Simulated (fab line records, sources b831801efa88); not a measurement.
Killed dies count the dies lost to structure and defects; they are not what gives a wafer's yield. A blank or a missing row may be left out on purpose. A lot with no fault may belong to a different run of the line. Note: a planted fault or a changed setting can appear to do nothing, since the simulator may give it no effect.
Problem report, 8D (eight disciplines) form, completed by code ; flow sky130 ; the parts of the form that need people (team, actions taken, sign-off) are left out

== 1. PROBLEM STATEMENT ==
Mean of run_length_s at SKY_SD_N_CLEAN_13: 98 s across 6 wafers in 2 lots; on wafers with no fault it is 177 s (standard deviation 3.4). Relative to the usual mean, that is a shift of -23 standard deviations.
The step: cleans in SC1/SC2, time 150 s.
Seen first at day 31 09:26 on wet_bench-01, wafer L790.2. At this step, 42 wafers from 14 lots have a number in the record. By rule, "out" or "out of limits" means more than 4 standard deviations away from the usual mean. The rest of the wafers with a number are treated as sound.

== 2. WHAT IT IS AND WHAT IT IS NOT ==
question;is;is not
which readings at this step;run_length_s;-
which lots;L790, L791;L780, L781, L782, L783, L784, L794, L796, L798, L799, L801, L802, L803
which wafers of those lots;all that have a number;-
read on which tools;wet_bench-01;wet_bench-03, wet_bench-04
when;from day 31 09:26;"up to then (15 sound wafers); but 21 sound wafers of L794, L796, L798, L799, L801, L802, L803 came after"

== 3. WHAT RULES OUT EACH SUSPECT ==
Counting: a tool at a process step up to the reading stays a suspect if it ran every lot that is out and no sound lot after the first of them.
- wet_bench-01 at SKY_SD_N_CLEAN_13 (cleans in SC1/SC2, time 150 s): ruled out as a lasting fault. Sound lots L802, L803 ran on it after its first lot that is out, L790 (day 31 09:26).
Left after counting: nothing in the record.

== 4. THE CAUSE (what the simulator had put in) ==
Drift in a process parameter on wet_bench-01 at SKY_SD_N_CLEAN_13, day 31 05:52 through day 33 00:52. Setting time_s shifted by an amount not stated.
Counting ruled it out, wrongly.

== 5. SEQUENCE OF EFFECTS, ordered by route ==
Each row: a reading where the mean over the struck wafers with a number is more than 3 standard deviations away from the usual. Only readings for which the record gives a usual standard deviation are gone through. hours: the time from each lot's start at the first step in this table that gives one to its start at this step, as a median over the lots. sigmas: the change in usual standard deviations.
hours;step;reading;usual;on struck wafers;change;sigmas
0;SKY_SD_N_CLEAN_13;run_length_s;177 s;98;-79;-23
Process steps it contains:
- SKY_SD_N_CLEAN_13: cleans in SC1/SC2, time 150 s.

== 6. WHAT WOULD HAVE CAUGHT IT SOONER ==
The fault began at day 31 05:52; the first out-of-limits reading in this record came at day 31 09:26, 4 hours later.
